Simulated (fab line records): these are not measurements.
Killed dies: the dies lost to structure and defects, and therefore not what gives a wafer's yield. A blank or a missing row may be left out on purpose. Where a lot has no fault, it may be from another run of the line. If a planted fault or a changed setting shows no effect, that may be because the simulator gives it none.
Comparing a struck lot with a sound one ; flow sky130 ; 24 steps out of a route of 708
Sound: these wafers, L381.1, L381.5, L381.6. Struck: wafer L398.3 (L398.5, L398.6, from the same lot, were not struck and are left out); the cause is given at the end.
At each step with rows: each side's tool, then ch and its chambers, then its first start. Under that, the readings that differ: sound wafers ; struck wafers ; difference of the means ; sigmas: that difference in standard deviations of wafers without a fault.
alike: a reading whose means differ by less than 2 such deviations, as well as words and numbers matching on both sides. not compared: withheld readings; readings where some wafer has no value; bounds like >300 that might hide an equal value; numbers whose values overlap and for which the record gives no deviation.
The two part at a step that has a row with sigmas, a row that says differs or no value, or rows on one side only. Non-overlapping numbers with no deviation appear without sigmas and do not part them. Lack of a reading on every wafer of one side parts them only where that side has two or more wafers.

first, 3 steps without rows for these wafers: SKY_LDD_LDN_IMPLANT_09; SKY_LDD_LDN_IMPLANT_10; SKY_LDD_LDN_IMPLANT_11.
SKY_LDD_LDN_STRIP_12: strips in O2/N2.
  sound on plasma-asher-01 ch 0,1, day 24 16:14; struck on plasma-asher-01 ch 1, day 29 10:11
  alike: drypump-motor-current-A, o2-flow-sccm, oes-product-au, strip-time-to-endpoint-s
  not compared: rf-hours-counter-h
SKY_LDD_LDN_TW_MEAS_13:
  sound on film-metro-03, day 24 16:20; struck on film-metro-04, day 29 10:16
  alike: LDD_LDN_TW
then, 2 steps without rows for these wafers: SKY_LDD_LDN_CLEAN_14 (cleans in SC1/SC2, time 150 s); SKY_SPACER_CVD_00 (deposits Si3N4 from DCS/NH3, target thk 43.1 nm, time 740 s).
SKY_SPACER_THK_MEAS_01:
  sound on film-metro-01, day 24 18:40; struck on film-metro-04, day 29 11:35
reading;sound;struck;difference;sigmas
SPACER_CVD_00_THK (nm);44.2 43.8 43.6;42.8;-1.1;-3
SKY_SPACER_ETCHBACK_02: etches Si3N4 in CH3F/O2, stops on SiO2, time 46.7 s, target depth 45 nm.
  sound on rie-diel-02 ch 0,1, day 24 18:44; struck on rie-diel-03 ch 2, day 29 11:38
  alike: ch3f-flow-sccm, drypump-motor-current-A, oes-product-au, throttle-valve-pct
  not compared: rf-hours-counter-h
then, 3 steps without rows for these wafers: SKY_POLY_CUT_DEHYDRATE_00 (time 60 s); SKY_POLY_CUT_HMDS_01 (prime time 60 s); SKY_POLY_CUT_COAT_02 (resist thk 60 nm).
SKY_POLY_CUT_COAT_03: resist thk 450 nm.
  sound on litho-track-03 ch 0, day 25 09:00; struck on litho-track-03 ch 0, day 30 01:00
reading;sound;struck;difference;sigmas
model.KrF-thick_of_POLY_CUT_COAT_03.thk-nm (nm);448.7 449.8 448.8;438.2;-10.9;
  alike: dispense-pressure-kPa
then, 4 steps without rows for these wafers: SKY_POLY_CUT_SOFTBAKE_04 (time 90 s); SKY_POLY_CUT_EXPOSE_05 (exposes mask NPCM, target cd 270 nm); SKY_POLY_CUT_PEB_06; SKY_POLY_CUT_DEVELOP_07 (develop time 60 s).
SKY_POLY_CUT_CD_MEAS_08: target cd 270 nm.
  sound on cd-sem-01, day 26 00:10; struck on cd-sem-02, day 30 15:41
  alike: cd-nm
SKY_POLY_CUT_OVL_MEAS_09:
  sound on overlay-01, day 26 00:17; struck on overlay-02, day 30 15:46
  alike: POLY_CUT_OVL
SKY_POLY_CUT_ETCH_10: etches BARC in N2/H2, stops on SiO2, time 45.9 s, target depth 60 nm.
  sound on rie-diel-04 ch 0,1, day 26 00:19; struck on rie-diel-04 ch 1, day 30 15:48
reading;sound;struck;difference;sigmas
model.KrF-thick_of_POLY_CUT_COAT_03.thk-nm (nm);406.4 407.9 406.6;396.1;-10.9;
  alike: drypump-motor-current-A, oes-product-au, throttle-valve-pct
  not compared: rf-hours-counter-h
SKY_POLY_CUT_ETCH_11: etches Si3N4 in CF4/CH2F2/Ar, stops on poly-Si, time 42.5 s, target depth 60 nm.
  sound on rie-diel-04 ch 0,1, day 26 00:21; struck on rie-diel-04 ch 1, day 30 15:50
  alike: drypump-motor-current-A, mfc-ar-sccm, oes-product-au, throttle-valve-pct
  not compared: rf-hours-counter-h
SKY_POLY_CUT_STRIP_12: strips in O2/N2.
  sound on plasma-asher-02 ch 0,1, day 26 00:24; struck on plasma-asher-02 ch 0, day 30 15:55
reading;sound;struck;difference;sigmas
strip-time-to-endpoint-s (s);5.328 5.344 5.320;5.249;-0.082;-6
  alike: drypump-motor-current-A, o2-flow-sccm, oes-product-au
  not compared: rf-hours-counter-h
then, 1 step without rows for these wafers: SKY_SD_P_DEHYDRATE_00 (time 60 s).
-- the record jumps here: 19 days lie between the struck wafers' starts before and after (it left off in module SD_P and takes up again in module PAD_OPEN, whose first step shown is number 708 of the route) --
SKY_PAD_OPEN_PROBE_99:
  sound on prober-01, day 47 00:44; struck on prober-02, day 50 01:51
reading;sound;struck;difference;sigmas
killed-at-contacts;30 17 23;36;+13;+2
killed-short;32 33 41;48;+13;+2
  alike: killed_at_M0_to_M3, killed_at_M4_up, killed-at-front-end, killed-at-other, killed-dies, killed-on-rim, killed-open

WHERE THEY PART
Earliest at SKY_SPACER_THK_MEAS_01; latest, in this record, at SKY_PAD_OPEN_PROBE_99.

WHY: the cause the simulator had injected
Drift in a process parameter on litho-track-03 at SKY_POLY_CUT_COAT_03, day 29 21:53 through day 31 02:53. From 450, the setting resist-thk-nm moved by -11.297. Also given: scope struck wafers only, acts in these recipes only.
